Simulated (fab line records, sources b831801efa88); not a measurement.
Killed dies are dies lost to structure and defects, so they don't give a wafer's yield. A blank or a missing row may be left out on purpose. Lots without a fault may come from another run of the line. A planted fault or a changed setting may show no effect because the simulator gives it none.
One fault seen from 2 desks | flow sky130 | each desk has only its own numbers; what lay behind them comes last

THE TOOL OWNER'S DESK: pvd_sputter-02
The tool's own readings at SKY_METAL2_SPUTTER_02 (material AlCu, target thk 250 nm, time 13.3 s): means of the sampled wafers that have a number, for each lot that ran on this tool. A lot is out of limits, marked OUT, if its mean lies more than 4 standard deviations from the usual mean; the brackets give that distance.
Columns: A = cathode_dc_power_W at SKY_METAL2_SPUTTER_02, usual 10600 W; B = throttle_valve_pct at SKY_METAL2_SPUTTER_02, usual 30.3 %
lot  | first seen here | A               | B
L544 | day 34 06:01    | 10598           | 29.9
L551 | day 36 19:02    | 10600           | 29.8
L554 | day 37 19:01    | 10598           | 29.8
L557 | day 38 15:51    | 10720 (+63) OUT | 30.6
L560 | day 39 11:31    | 10718 (+62) OUT | 29.5
This desk's finding: out of limits on L557, L560; first on L557, day 38 15:51 (cathode_dc_power_W at SKY_METAL2_SPUTTER_02). In limits: L544, L551, L554.

THE METROLOGY DESK
What the gauges read, lot by lot, whatever tool the lot ran on: means of the sampled wafers that have a number. A lot is out of limits, marked OUT, if its mean lies more than 4 standard deviations from the usual mean; the brackets give that distance.
Columns: A = VIA1_HDPCVD_THK at SKY_VIA1_THK_MEAS_01, usual 1026 nm; B = cd_nm at SKY_VIA1_CD_MEAS_12, usual 149.8 nm; C = METAL2_ALCU_RS at SKY_METAL2_RS_MEAS_05, usual 0.1269 ohm/sq; D = METAL2_ALCU_THK at SKY_METAL2_THK_MEAS_06, usual 249.9 nm
lot  | first seen here | A    | B     | C      | D
L544 | day 33 00:55    | 1021 | 148.8 | 0.1256 | 252.4
L546 | day 33 20:26    | 1030 | 149.0 | 0.1272 | 249.1
L548 | day 34 20:07    | 1035 | 148.4 | 0.1266 | 250.4
L551 | day 35 15:11    | 1037 | 147.4 | 0.1269 | 251.0
L552 | day 35 21:27    | 1006 | 150.4 | 0.1265 | 253.0
L554 | day 36 15:55    | 1028 | 149.6 | 0.1270 | 251.3
L557 | day 37 11:41    | 1029 | 150.2 | 0.1232 | 258.4
L560 | day 38 08:31    | 1029 | 152.9 | 0.1264 | 249.2
L564 | day 39 12:57    | 1035 | 150.6 | 0.1260 | 251.0
L565 | day 39 20:45    | 1026 | 151.5 | 0.1271 | 249.6
This desk's finding: nothing out of limits on any of the 10 lots.

PUT TOGETHER
The tool owner's desk could have raised an alarm at day 38 15:51, on L557, L560.
The metrology desk saw nothing out of limits.
The metrology desk has L557, L560 on record, within its limits.
Of the lots named, all ran SKY_METAL2_SPUTTER_02 on pvd_sputter-02.

WHAT THE SIMULATOR HAD PUT IN
Process parameter drift: pvd_sputter-02, from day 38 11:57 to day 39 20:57, at SKY_METAL2_SPUTTER_02. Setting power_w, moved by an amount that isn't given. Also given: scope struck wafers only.
Lots struck among those shown: L557, L560.
Hours from the fault's start to each desk's first reading out of limits: the tool owner's desk, 4.
